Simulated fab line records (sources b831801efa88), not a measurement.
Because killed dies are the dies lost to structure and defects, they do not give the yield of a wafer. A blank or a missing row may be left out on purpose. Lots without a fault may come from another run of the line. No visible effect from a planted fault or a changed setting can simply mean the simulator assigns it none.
fab line records	flow sfq_line
record: lots: 5	wafers: 23
route steps=325 shown INCOMING@2 L0@10 L0V@21 M0@33 I0@51 M1@59 I1@73
start_h: hours from the record's first day to the start of the lot's first wafer shown	wait_h: hours elapsed since this lot's preceding step	" same as the row above	L1.1+2: a row that stands for several wafers	- either no value or no given start	* or withheld: withheld	< > ~ a bound
route shown NAME@n: NAME is a module with steps in the file, n the number in the route of the first one	usual: average and standard deviation across the fault-free wafers	same: alike in all rows	chamber/n: place in a boat	sites: the reading at each site	_std_site: their standard deviation	_edge_site: inner sites' mean taken away from outer sites' mean	radius_mm: for every site, how far away it sits from the centre of the wafer	mask NAME#n: copy n	behind: the tool/chamber that last shaped the wafer	hold: cause of the lot's hold/its duration in hours/its outcome	device: which transistor (n, p or np) failed to switch	end of line: the tests these same wafers got at the end of their route	for a step that has no rows: nothing shown but its recipe	killed: not the wafer's yield, but the dies lost to structure and defects at the first sort	map: a wafer's dies, x killed, . not, _ none there
set.NAME: the setting as run; set.NAME@STEP: as run at that earlier step	model.NAME: the simulator's own value behind a step, which no gauge read
one table per step and one row per wafer, for lots whose settings were changed on purpose
== steps ==
step: SFQ_TRILAYER_INCOMING_OXIDATION_002
recipe: temp_c: 1000	ambient: H2O	target_thk_a: 5000	p_h2o_torr: 720	ox_time_s: 4939
lot.wafer	tool	chamber	start_h	wait_h	set.temp_c	model.SiO2_of_TRILAYER_INCOMING_OXIDATION_002.thk_nm
L074.1	-	-	-	0.1	1013	533.2
L074.2	"	-	"	"	1013	532.2
L074.4	"	-	"	"	1013	535.3
L074.5	"	-	"	"	1013	536.2
L074.6	"	-	"	"	1013	527
L078.1	furnace-01	0	30.12	0.1	1000	495.2
L078.3	"	0	"	"	1000	487.2
L078.4	"	0	"	"	1000	493.2
L081.1	-	-	-	0.1	974.2	421.7
L081.2	"	-	"	"	974.2	413
L081.3	"	-	"	"	974.2	423.4
L081.4	"	-	"	"	974.2	420.9
L081.5	"	-	"	"	974.2	422.2
L082.1	-	-	-	0.1	990.4	450
L082.2	"	-	"	"	990.4	443.5
L082.3	"	-	"	"	990.4	440.8
L082.4	"	-	"	"	990.4	444.9
L082.6	"	-	"	"	990.4	452.7
L083.1	-	-	-	0.1	1009	542.1
L083.3	"	-	"	"	1009	546.7
L083.4	"	-	"	"	1009	545.5
L083.5	"	-	"	"	1009	537.1
L083.6	"	-	"	"	1009	553.1
step: SFQ_TRILAYER_L0_LITHO_PEB_008
recipe: peb_temp_c: 115	peb_time_s: 60	resist: KrF
lot.wafer	tool	chamber	start_h	wait_h	set.peb_time_s
L074.1+2+4+5+6	litho_track-03	0	82.79	1.0	60
L078.1+3+4	litho_track-03	0	109.19	1.0	60
L081.1+2+3+4+5	litho_track-04	0	130.91	1.0	60
L082.1+3+4	litho_track-04	0	135.71	1.0	60
L082.2+6	"	0	"	"	55.31
L083.1+4+5	litho_track-03	0	140.51	1.0	68.13
L083.3+6	"	0	"	"	60
step: SFQ_TRILAYER_L0_LITHO_DEVELOP_007
recipe: time_s: 60	resist: KrF
step: SFQ_TRILAYER_L0_BARC_OPEN_METAL_ETCH_010
recipe: mask_material: PR	chemistry: O2	target_depth_nm: 125	target: BARC	icp_w: 586.6	bias_w: 80	pressure_mtorr: 10	time_s: 41.7
lot.wafer	tool	chamber	start_h	wait_h	set.peb_time_s@TRILAYER_L0_LITHO_PEB_008	model.L0.cd_nm
L074.1+4	rie_metal-02	1	83.09	0.1	60	2000
L074.2	"	0	"	"	60	2002
L074.5+6	"	0,1	"	"	60	2001
L078.1+4	rie_metal-01	1,0	109.49	0.1	60	2002
L078.3	"	1	"	"	60	2001
L081.1	rie_metal-02	1	131.21	0.1	60	-
L081.2+3+5	"	0,1,1	"	"	60	1999
L081.4	"	0	"	"	60	2000
L082.1	rie_metal-01	0	136.01	0.1	60	2002
L082.2	"	1	"	"	55.31	2013
L082.3+4	"	1,0	"	"	60	2000
L082.6	"	0	"	"	55.31	2014
L083.1	rie_metal-01	0	140.81	0.1	68.13	1982
L083.3+6	"	1	"	"	60	2000
L083.4	"	0	"	"	68.13	1984
L083.5	"	0	"	"	68.13	1983
step: SFQ_TRILAYER_L0_VIA_LITHO_PEB_016
recipe: peb_temp_c: 115	peb_time_s: 60	resist: KrF
lot.wafer	tool	chamber	start_h	wait_h	set.peb_time_s
L074.1+2+6	litho_track-01	0	86.28	1.0	55.91
L074.4+5	"	0	"	"	60
L078.1+3+4	litho_track-01	0	112.75	1.0	60
L081.1+2+4	litho_track-04	0	225.89	1.0	67.22
L081.3+5	"	0	"	"	60
L082.1+2+6	litho_track-01	0	234.29	1.0	64.99
L082.3+4	"	0	"	"	60
L083.1+3	litho_track-01	0	239.09	1.0	51.95
L083.4+5+6	"	0	"	"	60
step: SFQ_TRILAYER_L0_VIA_BARC_OPEN_VIA_ETCH_021
recipe: mask_material: PR	chemistry: O2	target_depth_nm: 125	target: BARC	source_w: 500	bias_w: 80	pressure_mtorr: 30	time_s: 41.7
lot.wafer	tool	chamber	start_h	wait_h	set.source_w	set.peb_time_s@TRILAYER_L0_VIA_LITHO_PEB_016	model.L0V.cd_nm
L074.1	rie_diel-03	1	86.61	0.0	445.5	55.91	692.2
L074.2	"	3	"	"	500	55.91	690.7
L074.4	"	0	"	"	500	60	699.7
L074.5	"	0	"	"	445.5	60	701.5
L074.6	"	3	"	"	445.5	55.91	692.1
L078.1	rie_diel-04	0	113.09	0.0	500	60	701.2
L078.3	"	1	"	"	500	60	700.4
L078.4	"	3	"	"	500	60	701.8
L081.1	rie_diel-03	3	226.23	0.0	481	67.22	716.1
L081.2	"	1	"	"	500	67.22	715.4
L081.3	"	2	"	"	500	60	700.4
L081.4	"	0	"	"	481	67.22	715.3
L081.5	"	2	"	"	500	60	700.2
L082.1	rie_diel-03	3	234.63	0.0	500	64.99	712.2
L082.2	"	1	"	"	453.8	64.99	712.7
L082.3	"	0	"	"	500	60	702.2
L082.4	"	2	"	"	453.8	60	701.6
L082.6	"	3	"	"	500	64.99	712
L083.1	rie_diel-01	3	239.43	0.0	500	51.95	677.9
L083.3	"	2	"	"	500	51.95	678.5
L083.4	"	1	"	"	544.9	60	700.6
L083.5	"	2	"	"	500	60	699.2
L083.6	"	3	"	"	544.9	60	700.1
step: SFQ_TRILAYER_M0_LITHO_COAT_021
recipe: resist: KrF	spin_rpm: 3000	resist_thk_nm: 600
lot.wafer	tool	chamber	start_h	wait_h	set.spin_rpm	model.KrF_of_TRILAYER_M0_LITHO_COAT_021.thk_nm
L074.1	litho_track-03	0	88.27	0.2	3189	580.4
L074.2	"	0	"	"	3000	599.4
L074.4	"	0	"	"	3000	599.2
L074.5	"	0	"	"	3000	599.3
L074.6	"	0	"	"	3189	581
L078.1	litho_track-01	0	115.16	0.2	3000	598.2
L078.3	"	0	"	"	3000	601.6
L078.4	"	0	"	"	3000	598
L081.1	litho_track-01	0	227.68	0.2	2916	610.8
L081.2	"	0	"	"	2916	609.7
L081.3	"	0	"	"	3000	601.1
L081.4	"	0	"	"	3000	601.9
L081.5	"	0	"	"	3000	601.4
L082.1	litho_track-02	0	236.08	0.2	3100	584.3
L082.2	"	0	"	"	3100	587
L082.3	"	0	"	"	3100	587.2
L082.4	"	0	"	"	3000	596.1
L082.6	"	0	"	"	3000	595.9
L083.1	litho_track-03	0	240.88	0.2	3198	584.6
L083.3	"	0	"	"	3000	602.7
L083.4	"	0	"	"	3198	583.9
L083.5	"	0	"	"	3000	602.6
L083.6	"	0	"	"	3000	602.4
step: SFQ_TRILAYER_M0_LITHO_PEB_024
recipe: peb_temp_c: 115	peb_time_s: 60	resist: KrF
lot.wafer	tool	chamber	start_h	wait_h	set.peb_time_s
L074.1+5	litho_track-02	0	176.51	1.0	60
L074.2+4+6	"	0	"	"	66.86
L078.1+3+4	litho_track-03	0	187.84	1.0	60
L081.1+5	litho_track-01	0	235.73	1.0	55.61
L081.2+3+4	"	0	"	"	60
L082.1+4+6	litho_track-03	0	238.13	1.0	63.18
L082.2+3	"	0	"	"	60
L083.1+3+4	litho_track-02	0	242.94	1.0	60
L083.5+6	"	0	"	"	51.19
step: SFQ_TRILAYER_M0_LITHO_DEVELOP_023
recipe: time_s: 60	resist: KrF
step: SFQ_TRILAYER_M0_BARC_OPEN_METAL_ETCH_031
recipe: mask_material: PR	chemistry: O2	target_depth_nm: 125	target: BARC	icp_w: 600	bias_w: 80	pressure_mtorr: 10	time_s: 41.7
lot.wafer	tool	chamber	start_h	wait_h	set.peb_time_s@TRILAYER_M0_LITHO_PEB_024	model.M0.cd_nm
L074.1+5	rie_metal-01	1,0	176.85	0.0	60	499.2
L074.2	"	0	"	"	66.86	484.9
L074.4	"	1	"	"	66.86	484.6
L074.6	"	1	"	"	66.86	484.2
L078.1	rie_metal-01	1	188.18	0.0	60	499.3
L078.3	"	0	"	"	60	498.8
L078.4	"	1	"	"	60	500.5
L081.1	rie_metal-01	1	236.06	0.0	55.61	512.7
L081.2	"	0	"	"	60	501
L081.3	"	0	"	"	60	501.9
L081.4	"	1	"	"	60	501.7
L081.5	"	0	"	"	55.61	512
L082.1	rie_metal-01	0	238.46	0.0	63.18	491.7
L082.2	"	1	"	"	60	499.3
L082.3	"	1	"	"	60	498.6
L082.4	"	0	"	"	63.18	492.4
L082.6	"	0	"	"	63.18	492.6
L083.1	rie_metal-04	1	243.28	0.0	60	497.7
L083.3	"	1	"	"	60	500.4
L083.4	"	0	"	"	60	499.3
L083.5	"	1	"	"	51.19	522.9
L083.6	"	0	"	"	51.19	523.6
step: SFQ_TRILAYER_M0_ETCH_METAL_ETCH_024
recipe: target: Nb	stop_on: SiO2	mask_material: PR	chemistry: Cl2/Ar	target_depth_nm: 240	icp_w: 600	bias_w: 80	pressure_mtorr: 10	time_s: 120
lot.wafer	tool	chamber	start_h	wait_h	set.spin_rpm@TRILAYER_M0_LITHO_COAT_021	model.KrF_of_TRILAYER_M0_LITHO_COAT_021.thk_nm
L074.1	rie_metal-01	1	176.91	0.0	3189	362.3
L074.2	"	0	"	"	3000	383.8
L074.4	"	1	"	"	3000	382.8
L074.5	"	0	"	"	3000	383.4
L074.6	"	1	"	"	3189	362.8
L078.1	rie_metal-01	1	188.24	0.0	3000	378.6
L078.3	"	0	"	"	3000	387.1
L078.4	"	1	"	"	3000	380.4
L081.1	rie_metal-01	1	236.12	0.0	2916	392.6
L081.2	"	0	"	"	2916	394.1
L081.3	"	0	"	"	3000	385.4
L081.4	"	1	"	"	3000	383.5
L081.5	"	0	"	"	3000	385.6
L082.1	rie_metal-01	0	238.52	0.0	3100	368.7
L082.2	"	1	"	"	3100	368.8
L082.3	"	1	"	"	3100	368.3
L082.4	"	0	"	"	3000	378.3
L082.6	"	0	"	"	3000	378.7
L083.1	rie_metal-04	1	243.34	0.0	3198	362.9
L083.3	"	1	"	"	3000	380.1
L083.4	"	0	"	"	3198	363.8
L083.5	"	1	"	"	3000	381.8
L083.6	"	0	"	"	3000	381.5
step: SFQ_TRILAYER_I0_VIA_LITHO_PEB_034
recipe: peb_temp_c: 115	peb_time_s: 60	resist: KrF
lot.wafer	tool	chamber	start_h	wait_h	set.peb_time_s
L074.1+2+5	litho_track-02	0	278.69	1.0	60
L074.4+6	"	0	"	"	52.43
L078.1+3+4	litho_track-04	0	299.09	1.0	60
L081.1+2+3	litho_track-01	0	362.53	1.0	60
L081.4+5	"	0	"	"	66.3
L082.1+2	litho_track-01	0	366.13	1.0	60
L082.3+4+6	"	0	"	"	65.78
L083.1+3+4+5+6	litho_track-01	0	-	-	60
step: SFQ_TRILAYER_I0_VIA_LITHO_DEVELOP_033
recipe: time_s: 60	resist: KrF
step: SFQ_TRILAYER_I0_VIA_BARC_OPEN_VIA_ETCH_046
recipe: mask_material: PR	chemistry: O2	target_depth_nm: 125	target: BARC	source_w: 484.6	bias_w: 80	pressure_mtorr: 30	time_s: 41.7
lot.wafer	tool	chamber	start_h	wait_h	set.peb_time_s@TRILAYER_I0_VIA_LITHO_PEB_034	model.I0.cd_nm
L074.1	rie_diel-03	2	279.03	0.0	60	501.2
L074.2	"	1	"	"	60	501.3
L074.4	"	3	"	"	52.43	481.6
L074.5	"	3	"	"	60	502.2
L074.6	"	2	"	"	52.43	480.5
L078.1	rie_diel-03	2	299.43	0.0	60	498.3
L078.3	"	0	"	"	60	499
L078.4	"	0	"	"	60	497.4
L081.1+2	rie_diel-02	1,2	362.87	0.0	60	499.7
L081.3	"	3	"	"	60	499.5
L081.4	"	0	"	"	66.3	511.9
L081.5	"	3	"	"	66.3	512.4
L082.1	rie_diel-03	2	366.47	0.0	60	497.6
L082.2	"	0	"	"	60	498.6
L082.3	"	1	"	"	65.78	513.5
L082.4	"	3	"	"	65.78	511.5
L082.6	"	0	"	"	65.78	511.7
L083.1	rie_diel-01	3	373.77	0.0	60	501.9
L083.3	"	0	"	"	60	501.4
L083.4	"	1	"	"	60	500.9
L083.5	"	2	"	"	60	499.8
L083.6	"	1	"	"	60	500.4
step: SFQ_TRILAYER_I0_VIA_ETCH_VIA_ETCH_034
recipe: target: SiO2	stop_on: Nb	mask_material: PR	taper_deg: 20	chemistry: CHF3	target_depth_nm: 260	source_w: 500	bias_w: 80	pressure_mtorr: 30	time_s: withheld
lot.wafer	tool	chamber	start_h	wait_h	set.bias_w	set.peb_time_s@TRILAYER_I0_VIA_LITHO_PEB_034	model.I0.cd_nm
L074.1	rie_diel-03	2	279.07	0.0	72.15	*	501
L074.2	"	1	"	"	80	*	501.9
L074.4	"	3	"	"	80	*	482.2
L074.5	"	3	"	"	72.15	*	502.6
L074.6	"	2	"	"	72.15	*	479.8
L078.1	rie_diel-03	2	299.47	0.0	80	*	497.7
L078.3	"	0	"	"	80	*	498.5
L078.4	"	0	"	"	80	*	497.1
L081.1	rie_diel-02	1	362.91	0.0	80	*	499.8
L081.2	"	2	"	"	80	*	499.9
L081.3	"	3	"	"	80	*	499.1
L081.4	"	0	"	"	80	*	510.7
L081.5	"	3	"	"	80	*	512.6
L082.1	rie_diel-03	2	366.51	0.0	80	*	496.1
L082.2	"	0	"	"	80	*	498.8
L082.3	"	1	"	"	80	*	513.8
L082.4	"	3	"	"	80	*	510.4
L082.6	"	0	"	"	80	*	512.3
L083.1	rie_diel-01	3	373.81	0.0	80	*	502.1
L083.3	"	0	"	"	80	*	501.2
L083.4	"	1	"	"	80	*	501.7
L083.5	"	2	"	"	80	*	500.6
L083.6	"	1	"	"	80	*	501
step: SFQ_TRILAYER_M1_DEP_SPUTTER_037
recipe: material: Nb	base_pressure_pa: 1.33e-06	chamber_pressure_pa: 0.1333	substrate_temp_c: 20	resputter_cathode_voltage_v: 400	target_thk_nm: 200	power_w: 2000	time_s: 133.3
lot.wafer	tool	chamber	start_h	wait_h	set.time_s	model.Nb_of_TRILAYER_M1_DEP_SPUTTER_037.thk_nm
L074.1	pvd_sputter-04	-	279.98	0.0	133.3	199
L074.2	"	-	"	"	139.7	208.2
L074.4	"	-	"	"	133.3	199.4
L074.5	"	-	"	"	139.7	208.7
L074.6	"	-	"	"	139.7	209.2
L078.1	pvd_sputter-04	-	300.38	0.0	133.3	201.7
L078.3	"	-	"	"	133.3	199.7
L078.4	"	-	"	"	133.3	200.6
L081.1+5	pvd_sputter-05	-	363.83	0.0	153.1	230.3
L081.2	"	-	"	"	133.3	200.5
L081.3	"	-	"	"	133.3	199.6
L081.4	"	-	"	"	153.1	228.7
L082.1	pvd_sputter-06	-	368.23	0.0	133.3	199.6
L082.2	"	-	"	"	150.1	225.5
L082.3	"	-	"	"	150.1	225.9
L082.4	"	-	"	"	150.1	226.1
L082.6	"	-	"	"	133.3	200.6
L083.1	pvd_sputter-06	-	374.72	0.0	133.3	197.4
L083.3	"	-	"	"	133.3	198.4
L083.4	"	-	"	"	148.2	220.3
L083.5	"	-	"	"	148.2	220.2
L083.6	"	-	"	"	133.3	198.3
step: SFQ_M1_RS_MEAS_909
recipe: thk_meas_gauge: four-point-probe	reads: Nb_of_TRILAYER_M1_DEP_SPUTTER_037
usual: M1_NB_RS: 0.888/0.0056
lot.wafer	tool	chamber	start_h	wait_h	set.time_s@TRILAYER_M1_DEP_SPUTTER_037	M1_NB_RS[ohm/sq]
L074.1	film_metro-02	-	280.08	0.0	133.3	0.893
L074.2	"	-	"	"	139.7	0.854
L074.4	"	-	"	"	133.3	0.892
L074.5	"	-	"	"	139.7	0.849
L074.6	"	-	"	"	139.7	0.849
L078.1	film_metro-02	-	300.48	0.0	133.3	0.881
L078.3	"	-	"	"	133.3	0.890
L078.4	"	-	"	"	133.3	0.886
L081.1	film_metro-01	-	363.92	0.0	153.1	0.773
L081.2	"	-	"	"	133.3	0.889
L081.3	"	-	"	"	133.3	0.892
L081.4	"	-	"	"	153.1	0.778
L081.5	"	-	"	"	153.1	0.773
L082.1	film_metro-02	-	368.32	0.0	133.3	0.892
L082.2	"	-	"	"	150.1	0.786
L082.3	"	-	"	"	150.1	0.786
L082.4	"	-	"	"	150.1	0.785
L082.6	"	-	"	"	133.3	0.884
L083.1	film_metro-02	-	374.82	0.0	133.3	0.901
L083.3	"	-	"	"	133.3	0.895
L083.4	"	-	"	"	148.2	0.806
L083.5	"	-	"	"	148.2	0.805
L083.6	"	-	"	"	133.3	0.898
step: SFQ_TRILAYER_M1_LITHO_PEB_042
recipe: peb_temp_c: 115	peb_time_s: 60	resist: KrF
lot.wafer	tool	chamber	start_h	wait_h	set.peb_temp_c
L074.1+4+5	litho_track-03	0	410.76	1.0	115
L074.2+6	"	0	"	"	112.5
L078.1+3+4	litho_track-04	0	434.76	1.0	115
L081.1+2+3+4+5	litho_track-02	0	505.46	1.0	115
L082.1+2+6	litho_track-03	0	509.06	1.0	113.9
L082.3+4	"	0	"	"	115
L083.1+3+4+5+6	litho_track-03	0	515.06	1.0	115
step: SFQ_TRILAYER_M1_LITHO_DEVELOP_041
recipe: time_s: 60	resist: KrF
step: SFQ_TRILAYER_M1_BARC_OPEN_METAL_ETCH_054
recipe: mask_material: PR	chemistry: O2	target_depth_nm: 125	target: BARC	icp_w: 600	bias_w: 80	pressure_mtorr: 10	time_s: 41.7
lot.wafer	tool	chamber	start_h	wait_h	set.peb_temp_c@TRILAYER_M1_LITHO_PEB_042	model.M1.cd_nm
L074.1	rie_metal-04	0	411.09	0.0	115	501.6
L074.2	"	1	"	"	112.5	551.3
L074.4	"	1	"	"	115	500.7
L074.5	"	1	"	"	115	500.9
L074.6	"	0	"	"	112.5	550.8
L078.1	rie_metal-02	1	435.09	0.0	115	498.5
L078.3	"	0	"	"	115	499.6
L078.4	"	1	"	"	115	499
L081.1	rie_metal-04	0	505.80	0.0	115	502.5
L081.2	"	1	"	"	115	501.8
L081.3	"	0	"	"	115	501.3
L081.4	"	1	"	"	115	501.7
L081.5	"	1	"	"	115	502.6
L082.1	rie_metal-04	0	509.40	0.0	113.9	520.7
L082.2	"	1	"	"	113.9	522.2
L082.3	"	0	"	"	115	500.5
L082.4	"	1	"	"	115	500.1
L082.6	"	0	"	"	113.9	520.2
L083.1	rie_metal-02	1	515.40	0.0	115	500.7
L083.3	"	1	"	"	115	500.6
L083.4	"	0	"	"	115	500.8
L083.5	"	1	"	"	115	501.2
L083.6	"	0	"	"	115	500.5
step: SFQ_TRILAYER_M1_ETCH_METAL_ETCH_042
recipe: target: Nb	stop_on: SiO2	mask_material: PR	chemistry: Cl2/Ar	target_depth_nm: 240	icp_w: 600	bias_w: 80	pressure_mtorr: 10	time_s: 120
usual: oes_product_au: 0.896/0.0051
lot.wafer	tool	chamber	start_h	wait_h	set.time_s@TRILAYER_M1_DEP_SPUTTER_037	oes_product_au
L074.1	rie_metal-04	0	411.15	0.0	133.3	0.899
L074.2	"	1	"	"	139.7	0.915
L074.4	"	1	"	"	133.3	0.890
L074.5	"	1	"	"	139.7	0.910
L074.6	"	0	"	"	139.7	0.924
L078.1	rie_metal-02	1	435.15	0.0	133.3	0.897
L078.3	"	0	"	"	133.3	0.893
L078.4	"	1	"	"	133.3	0.893
L081.1	rie_metal-04	0	505.86	0.0	153.1	0.971
L081.2	"	1	"	"	133.3	0.905
L081.3	"	0	"	"	133.3	0.895
L081.4	"	1	"	"	153.1	0.977
L081.5	"	1	"	"	153.1	0.975
L082.1	rie_metal-04	0	509.46	0.0	133.3	0.893
L082.2	"	1	"	"	150.1	0.960
L082.3	"	0	"	"	150.1	0.967
L082.4	"	1	"	"	150.1	0.959
L082.6	"	0	"	"	133.3	0.901
L083.1	rie_metal-02	1	515.46	0.0	133.3	0.889
L083.3	"	1	"	"	133.3	0.890
L083.4	"	0	"	"	148.2	0.950
L083.5	"	1	"	"	148.2	0.952
L083.6	"	0	"	"	133.3	0.889
step: SFQ_TRILAYER_I1_DEP_PECVD_045
recipe: material: SiO2	temp_c: 150	time_s: 111.11	pressure_torr: 2.4	rf_w: 183.3	precursor: SiH4/N2O	target_thk_nm: 500
lot.wafer	tool	chamber	start_h	wait_h	set.rf_w	model.SiO2_of_TRILAYER_I1_DEP_PECVD_045.thk_nm
L074.1	pecvd-01	0	412.05	0.0	195.4	516.7
L074.2	"	1	"	"	183.3	510
L074.4	"	0	"	"	195.4	523.2
L074.5	"	2	"	"	183.3	502.3
L074.6	"	1	"	"	195.4	522.1
L078.1	pecvd-01	1	436.07	0.0	183.3	498.5
L078.3	"	2	"	"	183.3	493.9
L078.4	"	0	"	"	183.3	502.4
L081.1	pecvd-01	1	506.76	0.0	167.3	484.3
L081.2	"	2	"	"	167.3	482.2
L081.3	"	0	"	"	183.3	495.2
L081.4	"	2	"	"	167.3	488.3
L081.5	"	0	"	"	183.3	502.1
L082.1	pecvd-04	0	510.36	0.0	198.8	512.5
L082.2	"	2	"	"	183.3	500
L082.3	"	1	"	"	198.8	509.2
L082.4	"	2	"	"	198.8	518.3
L082.6	"	1	"	"	183.3	505
L083.1	pecvd-04	1	516.37	0.0	169.1	483.5
L083.3	"	2	"	"	183.3	502.4
L083.4	"	1	"	"	183.3	504.2
L083.5	"	2	"	"	169.1	493.7
L083.6	"	1	"	"	183.3	504.3
step: SFQ_TRILAYER_I1_VIA_LITHO_COAT_054
recipe: resist: BARC	spin_rpm: 3000	resist_thk_nm: 62
lot.wafer	tool	chamber	start_h	wait_h	set.spin_rpm	model.BARC_of_TRILAYER_I1_VIA_LITHO_COAT_054.thk_nm
L074.1	litho_track-04	0	417.91	1.0	3000	61.92
L074.2	"	0	"	"	2877	62.96
L074.4	"	0	"	"	2877	63.11
L074.5	"	0	"	"	3000	61.69
L074.6	"	0	"	"	2877	63.12
L078.1	litho_track-01	0	440.47	1.0	3000	62.03
L078.3	"	0	"	"	3000	62.11
L078.4	"	0	"	"	3000	62.15
L081.1	litho_track-01	0	511.16	1.0	2845	63.68
L081.2	"	0	"	"	3000	62.13
L081.3	"	0	"	"	3000	61.97
L081.4	"	0	"	"	3000	62.23
L081.5	"	0	"	"	2845	63.8
L082.1	litho_track-04	0	514.76	1.0	3075	61.43
L082.2	"	0	"	"	3000	62.42
L082.3	"	0	"	"	3075	61.73
L082.4+6	"	0	"	"	3000	62.18
L083.1	litho_track-01	0	523.25	1.0	3079	61.6
L083.3	"	0	"	"	3000	62.24
L083.4	"	0	"	"	3000	62.04
L083.5	"	0	"	"	3000	62.3
L083.6	"	0	"	"	3079	61.36
== key ==
split: step: SFQ_TRILAYER_INCOMING_OXIDATION_002	setting: temp_c	stated: 1000	by: lot
response: step: SFQ_TRILAYER_INCOMING_OXIDATION_002	reading: model.SiO2_of_TRILAYER_INCOMING_OXIDATION_002.thk_nm	change: +33.3	per: 1%	r: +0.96
split: step: SFQ_TRILAYER_L0_LITHO_PEB_008	setting: peb_time_s	stated: 60	by: wafer
response: step: SFQ_TRILAYER_L0_BARC_OPEN_METAL_ETCH_010	reading: model.L0.cd_nm	change: -1.33	per: 1%	r: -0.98
split: step: SFQ_TRILAYER_L0_VIA_LITHO_PEB_016	setting: peb_time_s	stated: 60	by: wafer
response: step: SFQ_TRILAYER_L0_VIA_BARC_OPEN_VIA_ETCH_021	reading: model.L0V.cd_nm	change: +1.42	per: 1%	r: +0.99
split: step: SFQ_TRILAYER_L0_VIA_BARC_OPEN_VIA_ETCH_021	setting: source_w	stated: 500	by: wafer
response none clear
split: step: SFQ_TRILAYER_M0_LITHO_COAT_021	setting: spin_rpm	stated: 3000	by: wafer
response: step: SFQ_TRILAYER_M0_LITHO_COAT_021	reading: model.KrF_of_TRILAYER_M0_LITHO_COAT_021.thk_nm	change: -2.89	per: 1%	r: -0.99
response: step: SFQ_TRILAYER_M0_ETCH_METAL_ETCH_024	reading: model.KrF_of_TRILAYER_M0_LITHO_COAT_021.thk_nm	change: -2.99	per: 1%	r: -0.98
split: step: SFQ_TRILAYER_M0_LITHO_PEB_024	setting: peb_time_s	stated: 60	by: wafer
response: step: SFQ_TRILAYER_M0_BARC_OPEN_METAL_ETCH_031	reading: model.M0.cd_nm	change: -1.49	per: 1%	r: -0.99
split: step: SFQ_TRILAYER_I0_VIA_LITHO_PEB_034	setting: peb_time_s	stated: 60	by: wafer
response: step: SFQ_TRILAYER_I0_VIA_BARC_OPEN_VIA_ETCH_046	reading: model.I0.cd_nm	change: +1.45	per: 1%	r: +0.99
response: step: SFQ_TRILAYER_I0_VIA_ETCH_VIA_ETCH_034	reading: model.I0.cd_nm	change: +1.47	per: 1%	r: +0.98
split: step: SFQ_TRILAYER_I0_VIA_ETCH_VIA_ETCH_034	setting: bias_w	stated: 80	by: wafer
response none clear
split: step: SFQ_TRILAYER_M1_DEP_SPUTTER_037	setting: time_s	stated: 133.3	by: wafer
response: step: SFQ_TRILAYER_M1_DEP_SPUTTER_037	reading: model.Nb_of_TRILAYER_M1_DEP_SPUTTER_037.thk_nm	change: +2.01	per: 1%	r: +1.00
response: step: SFQ_M1_RS_MEAS_909	reading: M1_NB_RS	change: -0.00804	per: 1%	r: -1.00
response: step: SFQ_TRILAYER_M1_ETCH_METAL_ETCH_042	reading: oes_product_au	change: +0.00514	per: 1%	r: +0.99
split: step: SFQ_TRILAYER_M1_LITHO_PEB_042	setting: peb_temp_c	stated: 115	by: wafer
response: step: SFQ_TRILAYER_M1_BARC_OPEN_METAL_ETCH_054	reading: model.M1.cd_nm	change: -22.8	per: 1%	r: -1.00
split: step: SFQ_TRILAYER_I1_DEP_PECVD_045	setting: rf_w	stated: 183.3	by: wafer
response: step: SFQ_TRILAYER_I1_DEP_PECVD_045	reading: model.SiO2_of_TRILAYER_I1_DEP_PECVD_045.thk_nm	change: +1.69	per: 1%	r: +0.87
split: step: SFQ_TRILAYER_I1_VIA_LITHO_COAT_054	setting: spin_rpm	stated: 3000	by: wafer
response: step: SFQ_TRILAYER_I1_VIA_LITHO_COAT_054	reading: model.BARC_of_TRILAYER_I1_VIA_LITHO_COAT_054.thk_nm	change: -0.302	per: 1%	r: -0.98
